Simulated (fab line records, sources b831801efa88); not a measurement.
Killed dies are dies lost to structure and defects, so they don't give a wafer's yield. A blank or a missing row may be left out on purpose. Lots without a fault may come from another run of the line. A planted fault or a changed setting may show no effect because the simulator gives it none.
fab line records | flow sky130
record lots=12 wafers=36 last_day=50
route steps=708 shown NWELL@64 LOCAL_INTERCONNECT@400 METAL1@436
lots that met no fault: from a run of the same line without faults
start_h: hours from the record's first day to the start of the lot's first wafer shown | wait_h: hours since the lot's step before | " the same as in the row above | L1.1+2: a row that stands for several wafers | - no value, or no start given | * or withheld: withheld | < > ~ a bound
route shown NAME@n: a module of which the file shows steps, and the number in the route of the first | usual: mean/standard deviation of fault-free wafers | same: alike in all rows | chamber/n: place in a boat | sites: the reading at each site | _std_site: their standard deviation | _edge_site: outer sites' mean less inner sites' | radius_mm: how far each site lies from the wafer's centre | mask NAME#n: copy n | behind: the tool/chamber that last shaped the wafer | hold: why the lot was held/for how many hours/how that ended | device: the transistor (n, p or np) that didn't switch | end of line: the same wafers' tests at the end of the route | a step without rows: its recipe alone | killed: dies lost to structure and defects at the first sort, not the wafer's yield | map: a wafer's dies, x killed, . not, _ none there
set.NAME: the setting as run; set.NAME@STEP: as run at that earlier step | model.NAME: the simulator's own value behind a step, which no gauge read
steps of the route over a sample of lots; a table a step, a row a wafer
services: from which hour (start_h, from the record's first day; less than 0 if before it) a tool's chamber was out of use, for how many hours, and why
## steps
# step SKY_NWELL_IMPLANT_11
# recipe species=P energy_kev=400 dose_cm2=1.9e+13 tilt_deg=withheld
# usual beam_energy_keV=400.01/0.13
# columns lot.wafer tool chamber start_h wait_h beam_energy_keV
L744.1 implanter-03 0 90.62 0.0 400.01
L744.3 " 0 " " 400.02
L744.6 " 0 " " 399.99
L745.2 implanter-02 0 92.55 0.0 399.82
L745.5 " 0 " " 399.90
L745.6 " 0 " " 399.92
L747.1 implanter-02 0 101.67 0.0 400.05
L747.4 " 0 " " 399.89
L747.5 " 0 " " 400.20
L748.3 implanter-04 0 109.78 0.1 399.85
L748.5 " 0 " " 400.01
L748.6 " 0 " " 400.09
L751.1 implanter-02 0 126.27 0.0 399.90
L751.2 " 0 " " 399.89
L751.3 " 0 " " 399.83
L752.2 implanter-03 0 133.00 0.0 399.87
L752.5 " 0 " " 399.86
L752.6 " 0 " " 399.93
L754.2 implanter-03 0 145.45 0.0 400.02
L754.5 " 0 " " 399.99
L754.6 " 0 " " 400.05
L755.4 implanter-04 0 150.40 0.1 399.86
L755.5 " 0 " " 400.27
L755.6 " 0 " " 400.22
L761.2 implanter-03 0 184.15 0.0 469.84
L761.4 " 0 " " 469.99
L761.6 " 0 " " 469.77
L763.3 implanter-03 0 199.87 0.1 470.05
L763.5 " 0 " " 469.86
L763.6 " 0 " " 469.99
L764.3 implanter-04 0 206.52 0.1 400.16
L764.4 " 0 " " 400.17
L764.6 " 0 " " 400.07
L766.1 implanter-02 0 214.37 0.0 400.47
L766.4 " 0 " " 400.09
L766.6 " 0 " " 400.23
# step SKY_NWELL_RS_MEAS_29
# recipe thk_meas_gauge=four-point-probe
# usual NWELL_RS=624.4/1.3
# columns lot.wafer tool chamber start_h wait_h NWELL_RS[ohm/sq]
L744.1 film_metro-02 - 109.49 0.1 622.1
L744.3 " - " " 624.3
L744.6 " - " " 624.7
L745.2 film_metro-02 - 111.61 0.1 623.9
L745.5 " - " " 624.4
L745.6 " - " " 625.3
L747.1 film_metro-01 - 120.69 0.1 622.9
L747.4 " - " " 623.8
L747.5 " - " " 624.3
L748.3 film_metro-01 - 129.43 0.1 625.6
L748.5 " - " " 626.2
L748.6 " - " " 624.3
L751.1 film_metro-01 - 146.25 0.1 626.8
L751.2 " - " " 627.4
L751.3 " - " " 626.3
L752.2 film_metro-01 - 152.95 0.1 626.1
L752.5 " - " " 624.8
L752.6 " - " " 624.7
L754.2 film_metro-02 - 166.80 0.2 625.1
L754.5 " - " " 625.7
L754.6 " - " " 624.7
L755.4 film_metro-02 - 171.25 0.1 624.5
L755.5 " - " " 622.9
L755.6 " - " " 623.5
L761.2 film_metro-02 - 206.06 0.1 603.8
L761.4 " - " " 604.1
L761.6 " - " " 603.5
L763.3 film_metro-04 - 223.98 0.1 602.4
L763.5 " - " " 604.5
L763.6 " - " " 602.4
L764.3 film_metro-01 - 229.12 0.1 625.2
L764.4 " - " " 623.7
L764.6 " - " " 624.0
L766.1 film_metro-01 - 237.53 0.1 623.9
L766.4 " - " " 624.0
L766.6 " - " " 626.0
# step SKY_LOCAL_INTERCONNECT_ETCH_13
# recipe chemistry=N2/H2 target=BARC ion_energy_ev=200 bias_w=100 pressure_mtorr=30 n2_flow_sccm=100 h2_flow_sccm=200 icp_w=500 stop_on=SiO2 time_s=45.9 target_depth_a=600
# usual drypump_motor_current_A=5.6/0.52 oes_product_au=0.854/0.0051 throttle_valve_pct=13.226/0.0086
# columns lot.wafer tool chamber start_h wait_h drypump_motor_current_A oes_product_au rf_hours_counter_h throttle_valve_pct
L744.1 rie_metal-04 0 722.05 0.0 6.6 0.851 9 13.208
L744.3 " 1 " " 6.2 0.843 - 13.236
L744.6 " 1 " " 6.2 0.858 - 13.219
L745.2 rie_metal-01 0 722.19 0.0 5.5 0.849 8 13.239
L745.5 " 1 " " 5.8 0.848 - 13.216
L745.6 " 0 " " 5.5 0.853 - 13.226
L747.1 rie_metal-02 0 726.14 0.0 4.9 0.855 2 13.235
L747.4 " 1 " " 4.9 0.855 - 13.228
L747.5 " 0 " " 4.9 0.848 - 13.224
L748.3 rie_metal-02 1 739.32 0.0 4.9 0.852 - 13.231
L748.5 " 0 " " 4.9 0.848 - 13.229
L748.6 " 1 " " 4.9 0.851 - 13.224
L751.1 rie_metal-01 1 764.09 0.0 5.8 0.858 9 13.220
L751.2 " 0 " " 5.5 0.856 9 13.224
L751.3 " 0 " " 5.5 0.861 - 13.228
L752.2 rie_metal-01 1 772.69 0.0 5.8 0.849 9 13.243
L752.5 " 0 " " 5.5 0.856 - 13.233
L752.6 " 1 " " 5.8 0.849 - 13.220
L754.2 rie_metal-01 0 787.24 0.0 5.5 0.857 10 13.220
L754.5 " 1 " " 5.8 0.855 - 13.219
L754.6 " 0 " " 5.5 0.854 - 13.224
L755.4 rie_metal-04 1 793.21 0.0 6.1 0.868 - 13.223
L755.5 " 0 " " 6.6 0.855 - 13.232
L755.6 " 1 " " 6.1 0.845 - 13.239
L761.2 rie_metal-01 1 834.65 0.0 5.8 0.859 11 13.219
L761.4 " 0 " " 5.5 0.849 - 13.220
L761.6 " 1 " " 5.8 0.850 - 13.227
L763.3 rie_metal-01 1 858.41 0.0 5.8 0.854 - 13.228
L763.5 " 0 " " 5.5 0.857 - 13.229
L763.6 " 1 " " 5.8 0.857 - 13.220
L764.3 rie_metal-01 0 867.31 0.0 5.5 0.854 - 13.225
L764.4 " 1 " " 5.8 0.853 - 13.224
L764.6 " 0 " " 5.5 0.854 - 13.217
L766.1 rie_metal-01 0 883.80 0.0 5.5 0.853 14 13.231
L766.4 " 1 " " 5.8 0.861 - 13.206
L766.6 " 1 " " 5.8 0.853 - 13.230
# step SKY_METAL1_SPUTTER_02
# recipe material=AlCu target_thk_nm=250 power_w=10600 time_s=13.3 chamber_pressure_pa=0.4
# usual throttle_valve_pct=30.0/1.1
# columns lot.wafer tool chamber start_h wait_h throttle_valve_pct
L744.1 pvd_sputter-04 - 752.42 0.0 29.7
L744.3 " - " " 30.6
L744.6 " - " " 30.8
L745.2 pvd_sputter-02 - 753.18 0.0 30.2
L745.5 " - " " 30.1
L745.6 " - " " 29.0
L747.1 pvd_sputter-02 - 756.63 0.0 29.3
L747.4 " - " " 29.7
L747.5 " - " " 29.2
L748.3 pvd_sputter-01 - 769.17 0.0 29.6
L748.5 " - " " 29.6
L748.6 " - " " 29.5
L751.1 pvd_sputter-02 - 793.44 0.0 30.1
L751.2 " - " " 28.6
L751.3 " - " " 29.5
L752.2 pvd_sputter-04 - 801.99 0.0 30.9
L752.5 " - " " 29.6
L752.6 " - " " 31.8
L754.2 pvd_sputter-01 - 816.51 0.0 29.6
L754.5 " - " " 29.6
L754.6 " - " " 29.7
L755.4 pvd_sputter-04 - 821.26 0.0 30.7
L755.5 " - " " 30.8
L755.6 " - " " 29.9
L761.2 pvd_sputter-04 - 863.63 0.0 31.9
L761.4 " - " " 28.6
L761.6 " - " " 28.5
L763.3 pvd_sputter-04 - 887.61 0.0 31.8
L763.5 " - " " 31.9
L763.6 " - " " 29.6
L764.3 pvd_sputter-04 - 895.39 0.0 32.1
L764.4 " - " " 28.8
L764.6 " - " " 31.7
L766.1 pvd_sputter-04 - 911.57 0.0 28.9
L766.4 " - " " 31.7
L766.6 " - " " 31.5
# step SKY_METAL1_METAL_ETCH_19
# recipe target_depth_a=3600 stop_on=SiO2 over_etch_frac=0.3 time_s=78 chemistry=Cl2/BCl3 resist_sidewall_deg=88 pressure_mtorr=10 icp_w=900 bias_w=48.5 Cl2_flow_sccm=60 bcl3_flow_sccm=30
# usual drypump_motor_current_A=5.5/0.64 oes_product_au=0.853/0.0056 throttle_valve_pct=22.264/0.0087
# columns lot.wafer tool chamber start_h wait_h drypump_motor_current_A oes_product_au rf_hours_counter_h throttle_valve_pct
L744.1 rie_metal-04 0 779.70 0.0 6.6 0.845 11 22.256
L744.3 " 0 " " 6.6 0.855 - 22.262
L744.6 " 0 " " 6.6 0.849 - 22.262
L745.2 rie_metal-02 1 781.34 0.0 4.9 0.854 15 22.242
L745.5 " 1 " " 4.9 0.860 - 22.265
L745.6 " 0 " " 4.9 0.854 - 22.255
L747.1 rie_metal-03 0 784.39 0.0 5.5 0.854 7 22.266
L747.4 " 1 " " 5.3 0.861 - 22.254
L747.5 " 1 " " 5.3 0.851 - 22.291
L748.3 rie_metal-02 0 796.30 0.1 4.9 0.851 - 22.269
L748.5 " 0 " " 4.9 0.857 - 22.255
L748.6 " 0 " " 4.9 0.848 - 22.270
L751.1 rie_metal-04 1 818.98 0.0 6.1 0.865 5 22.267
L751.2 " 0 " " 6.6 0.856 13 22.273
L751.3 " 0 " " 6.6 0.860 - 22.272
L752.2 rie_metal-02 0 827.60 0.0 4.9 0.857 6 22.254
L752.5 " 1 " " 4.9 0.850 - 22.271
L752.6 " 0 " " 4.9 0.852 - 22.275
L754.2 rie_metal-04 0 842.38 0.0 6.6 0.846 14 22.269
L754.5 " 0 " " 6.6 0.848 - 22.267
L754.6 " 1 " " 6.1 0.843 - 22.264
L755.4 rie_metal-02 0 847.41 0.1 4.9 0.849 - 22.287
L755.5 " 0 " " 4.9 0.856 - 22.258
L755.6 " 1 " " 4.9 0.850 - 22.266
L761.2 rie_metal-04 0 889.74 0.0 6.6 0.851 16 22.274
L761.4 " 0 " " 6.6 0.861 - 22.263
L761.6 " 1 " " 6.1 0.856 - 22.274
L763.3 rie_metal-04 1 913.07 0.1 6.1 0.851 - 22.282
L763.5 " 1 " " 6.1 0.849 - 22.253
L763.6 " 0 " " 6.6 0.860 - 22.257
L764.3 rie_metal-03 0 920.82 0.1 5.5 0.853 - 22.260
L764.4 " 1 " " 5.3 0.855 - 22.252
L764.6 " 0 " " 5.5 0.855 - 22.271
L766.1 rie_metal-02 0 936.58 0.0 4.9 0.859 12 22.260
L766.4 " 1 " " 4.9 0.865 - 22.255
L766.6 " 0 " " 4.9 0.854 - 22.269
## services
# columns tool chamber start_h hours kind
rie_metal-02 - 81.52 20.6 repair
rie_metal-04 - 110.90 0.5 repair
rie_metal-01 - 192.08 1.2 repair
rie_metal-01 - 209.32 0.5 repair
pvd_sputter-04 - 242.30 4.2 repair
rie_metal-04 1 267.46 5.7 repair
rie_metal-02 1 278.75 6.6 repair
rie_metal-02 - 300.32 2.8 pm
rie_metal-01 0 346.33 13.0 repair
rie_metal-01 1 366.03 1.5 repair
rie_metal-01 1 382.18 10.0 repair
rie_metal-04 0 484.86 1.4 repair
rie_metal-02 0 488.86 26.2 repair
rie_metal-01 1 508.18 16.8 repair
rie_metal-04 0 513.93 24.6 repair
rie_metal-02 0 516.46 3.9 repair
pvd_sputter-04 - 548.90 4.6 repair
rie_metal-04 - 577.41 14.6 pm
rie_metal-01 - 590.85 0.4 repair
rie_metal-01 0 593.94 6.9 repair
rie_metal-04 - 600.11 0.5 repair
rie_metal-01 - 644.02 2.8 pm
rie_metal-01 1 693.43 1.5 repair
rie_metal-01 0 702.32 2.2 repair
## key
first_sign step=SKY_NWELL_IMPLANT_11 reading=beam_energy_keV direction=up sigmas=99+ usual=* struck=*
effect step=SKY_NWELL_RS_MEAS_29 reading=NWELL_RS direction=down sigmas=16 usual=624.4 struck=603.4
met_at SKY_NWELL_IMPLANT_11
struck_lots L761,L763
tester_left_out L761,L763
not_acting_at SKY_LOCAL_INTERCONNECT_ETCH_13,SKY_METAL1_SPUTTER_02,SKY_METAL1_METAL_ETCH_19
onset_between 145.45 184.15
fault kind=process_parameter_drift tool=implanter-03 chamber=- onset_h=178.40 steps=SKY_NWELL_IMPLANT_11 channel=energy_kev offset=* shape=step end_h=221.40 acts_in=* stated=*
# tester_left_out: of these lots the tester's yield and bins aren't shown, on N5 and GAA mostly nor the transistor test; their killed dies are dies lost to structure and defects alone, not to doping, threshold or leakage, so they don't give the yield
